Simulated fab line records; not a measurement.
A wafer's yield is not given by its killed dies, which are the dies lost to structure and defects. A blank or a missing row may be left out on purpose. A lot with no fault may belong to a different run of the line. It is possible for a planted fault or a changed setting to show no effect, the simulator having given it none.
Problem report in the 8D (eight disciplines) form, filled by code	flow sky130	the parts of the form that need people (team, actions taken, sign-off) are left out

== 1. WHAT IS WRONG ==
Across 4 wafers from 3 lots, METAL2_ALCU_RS at SKY_METAL2_RS_MEAS_05 averages 0.1096 ohm/sq, while fault-free wafers read 0.1276 ohm/sq with a standard deviation of 0.002. Relative to the usual mean, that is a shift of -9.0 standard deviations.
The step: measures by four-point-probe.
Seen first at day 38 02:01 on filmMetro-03, wafer L690.5. The record has a number at this step for 33 wafers belonging to 11 lots. By rule, "out" or "out of limits" means more than 4 standard deviations away from the usual mean. The other wafers with a number count as sound.

== 2. WHAT IT IS AND WHAT IT IS NOT ==
question	is	is not
which readings at this step	METAL2_ALCU_RS	-
which lots	L690, L692, L694	L681, L682, L684, L685, L687, L693, L698, L701
which wafers of those lots	L690.5, L692.2, L692.5, L694.6	L690.2, L690.3, L692.6, L694.4, L694.5
read on which gauges	filmMetro-02, filmMetro-03	filmMetro-01
when	from day 38 02:01	up to then (17 sound wafers); but 12 sound wafers of L692, L693, L694, L698, L701 came after

== 3. SUSPECTS, AND WHAT RULES EACH OUT ==
Counting: if a tool at a process step up to the reading ran every lot that is out, it stays a suspect. Sound lots after the first of them don't rule it out here, since some wafers of a struck lot are sound.
- the gauge at SKY_METAL2_RS_MEAS_05 has been ruled out. 2 gauges (filmMetro-02, filmMetro-03) read the wafers that are out.
- pvdSputter-03 at SKY_METAL2_SPUTTER_02 (material AlCu, target thk 250 nm, time 13.3 s): kept. It ran every lot that is out, first L690 (day 38 01:54); its last sound lot up to then is L682 (day 35 10:46).
After counting, what remains is pvdSputter-03 at SKY_METAL2_SPUTTER_02.

== 4. THE CAUSE (what the simulator had put in) ==
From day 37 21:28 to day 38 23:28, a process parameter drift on pvdSputter-03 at SKY_METAL2_SPUTTER_02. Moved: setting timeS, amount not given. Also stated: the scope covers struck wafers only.
The count eliminated every tool but this one.

== 5. THE CHAIN OF EFFECTS, in route order ==
Rows list readings where the struck wafers' mean (over those with a number) sits beyond 3 standard deviations from the usual. Only readings whose record carries a usual standard deviation are examined. hours: median over the lots of the time between each lot's start at the first step of this table that gives one and its start at this step. sigmas: the change, counted in usual standard deviations.
hours	step	reading	usual	on struck wafers	change	sigmas
0	SKY_METAL2_RS_MEAS_05	METAL2_ALCU_RS	0.1276 ohm/sq	0.1096	-0.0180	-9.0
0	SKY_METAL2_THK_MEAS_06	METAL2_ALCU_THK	247 nm	286	+39	+9.8
At these later measuring or inspecting steps, every struck wafer for which the step has a row has a number for every such reading, and none has moved that far: SKY_METAL2_OVL_MEAS_16, SKY_VIA2_THK_MEAS_01.

== 6. WHAT WOULD HAVE CAUGHT IT SOONER ==
The first out-of-limits reading at a measuring or inspecting step in this record came at day 38 02:01, 5 hours after the fault's start at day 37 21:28.
No tool reading at SKY_METAL2_SPUTTER_02 that has a usual standard deviation in the record was out on any struck wafer, so an alarm limit of 4 standard deviations on those readings would not have fired.
Among the 3 lots that are out, L692, L694 began SKY_METAL2_SPUTTER_02 on pvdSputter-03 after day 38 02:01. A hold on the tool at that time would have spared those 2.
